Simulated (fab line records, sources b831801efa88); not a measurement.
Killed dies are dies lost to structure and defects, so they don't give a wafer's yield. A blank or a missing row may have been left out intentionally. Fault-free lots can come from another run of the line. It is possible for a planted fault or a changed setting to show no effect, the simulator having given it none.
Check for tools in common	flow sky130	10 lots, 30 wafers sampled

== THE REASON FOR OPENING IT ==
Of 10 lots, 2 have the reading CAP2M_TIN_RS flagged at SKY_CAP2M_RS_MEAS_03. Wafers without a fault read 6.90 ohm/sq, standard deviation 0.061.
Rule: a lot is flagged when every wafer of it that has a number lies more than 4 standard deviations from that mean, or none has a number. The rest of the lots are taken to be sound.

lot	measured	on	CAP2M_TIN_RS (ohm/sq), wafer by wafer	flag
L901	day 39 20:09	filmMetro-04	6.90 6.87 6.89	
L902	day 39 21:19	filmMetro-03	6.76 6.83 6.85	
L907	day 41 02:41	filmMetro-04	6.92 6.96 6.98	
L908	day 41 22:27	filmMetro-04	17.12 17.10 17.31	FLAGGED
L910	day 42 00:10	filmMetro-04	16.81 17.10 16.75	FLAGGED
L916	day 43 19:32	filmMetro-02	6.97 6.88 6.95	
L918	day 44 16:00	filmMetro-02	6.96 6.94 6.98	
L920	day 44 21:17	filmMetro-04	6.99 6.94 6.93	
L922	day 45 11:18	filmMetro-02	6.91 6.98 6.89	
L923	day 45 16:25	filmMetro-03	7.05 6.99 6.98	
On average the flagged lots read 17.03 ohm/sq, which is +10.13 ohm/sq against the usual, or +99 or more standard deviations.

== TOOL THAT RAN EACH LOT ==
Before the reading, the record contains 3 process steps out of a 708-step route. Each cell gives the tool, then ch followed by the chambers the sampled wafers passed through, then the start.
lot	flag	SKY_VIA3_SPUTTER_20	SKY_VIA3_CMP_24	SKY_CAP2M_SPUTTER_02
L901		pvdSputter-01, day 39 19:08	cmp-01 ch 0,2, day 39 19:29	pvdSputter-02, day 39 20:02
L902		pvdSputter-01, day 39 20:19	cmp-01 ch 2,3, day 39 20:41	pvdSputter-02, day 39 21:13
L907		pvdSputter-02, day 41 01:38	cmp-02 ch 1,3, day 41 02:05	pvdSputter-02, day 41 02:35
L908	FLAGGED	pvdSputter-01, day 41 21:12	cmp-02 ch 1,2,3, day 41 21:47	pvdSputter-02, day 41 22:19
L910	FLAGGED	pvdSputter-02, day 41 23:09	cmp-02 ch 0,2,3, day 41 23:34	pvdSputter-02, day 42 00:02
L916		pvdSputter-02, day 43 18:30	cmp-01 ch 0,3, day 43 18:55	pvdSputter-03, day 43 19:24
L918		pvdSputter-01, day 44 14:58	cmp-02 ch 2,3, day 44 15:23	pvdSputter-02, day 44 15:52
L920		pvdSputter-04, day 44 20:17	cmp-01 ch 0,1,2, day 44 20:38	pvdSputter-02, day 44 21:11
L922		pvdSputter-01, day 45 10:17	cmp-02 ch 2,3, day 45 10:42	pvdSputter-01, day 45 11:11
L923		pvdSputter-04, day 45 15:23	cmp-02 ch 0,1, day 45 15:44	pvdSputter-03, day 45 16:17
What the steps here do:
- SKY_VIA3_SPUTTER_20: material TiN, target thk 20 nm, time 80 s.
- SKY_VIA3_CMP_24: polishes, stops on SiO2, t overpolish 20 s, target thk 0 nm.
- SKY_CAP2M_SPUTTER_02: material TiN, target thk 200 nm, time 166.7 s.
- SKY_CAP2M_RS_MEAS_03: measures by four-point-probe.

== FLAGGED AGAINST TOTAL, ONE TOOL AT A TIME (gauges that did the reading follow at the end) ==
step	tool	lots run	flagged	share of the flagged lots	sound lots run after its first flagged lot
SKY_VIA3_SPUTTER_20	pvdSputter-01	5	1	some	2 (L918,L922)
SKY_VIA3_SPUTTER_20	pvdSputter-02	3	1	some	1 (L916)
SKY_VIA3_SPUTTER_20	pvdSputter-04	2	0	none	-
SKY_VIA3_CMP_24	cmp-01	4	0	none	-
SKY_VIA3_CMP_24	cmp-02	6	2	all	3 (L918,L922,L923)
SKY_CAP2M_SPUTTER_02	pvdSputter-01	1	0	none	-
SKY_CAP2M_SPUTTER_02	pvdSputter-02	7	2	all	2 (L918,L920)
SKY_CAP2M_SPUTTER_02	pvdSputter-03	2	0	none	-
SKY_CAP2M_RS_MEAS_03	filmMetro-02	3	0	none	-
SKY_CAP2M_RS_MEAS_03	filmMetro-03	2	0	none	-
SKY_CAP2M_RS_MEAS_03	filmMetro-04	5	2	all	1 (L920)

== WHAT THE TABLE ALLOWS ==
Rows of the table that ran every flagged lot, 3 in all: cmp-02 at SKY_VIA3_CMP_24, pvdSputter-02 at SKY_CAP2M_SPUTTER_02, filmMetro-04 at SKY_CAP2M_RS_MEAS_03.
- cmp-02 at SKY_VIA3_CMP_24: 2 of its 6 lots flagged. After the first flagged lot (L918, L922, L923), sound lots still ran on it; a lasting fault on the whole tool would not permit that.
- pvdSputter-02 at SKY_CAP2M_SPUTTER_02: 2 of its 7 lots flagged. After the first flagged lot (L918, L920), sound lots still ran on it; a lasting fault on the whole tool would not permit that.
- filmMetro-04 at SKY_CAP2M_RS_MEAS_03: 2 of its 5 lots flagged. After the first flagged lot (L920), sound lots still ran on it; a lasting fault on the whole tool would not permit that.
There is no row in the table that ran each flagged lot and no sound lot after the first.

== WHAT THE SIMULATOR HAD PUT IN ==
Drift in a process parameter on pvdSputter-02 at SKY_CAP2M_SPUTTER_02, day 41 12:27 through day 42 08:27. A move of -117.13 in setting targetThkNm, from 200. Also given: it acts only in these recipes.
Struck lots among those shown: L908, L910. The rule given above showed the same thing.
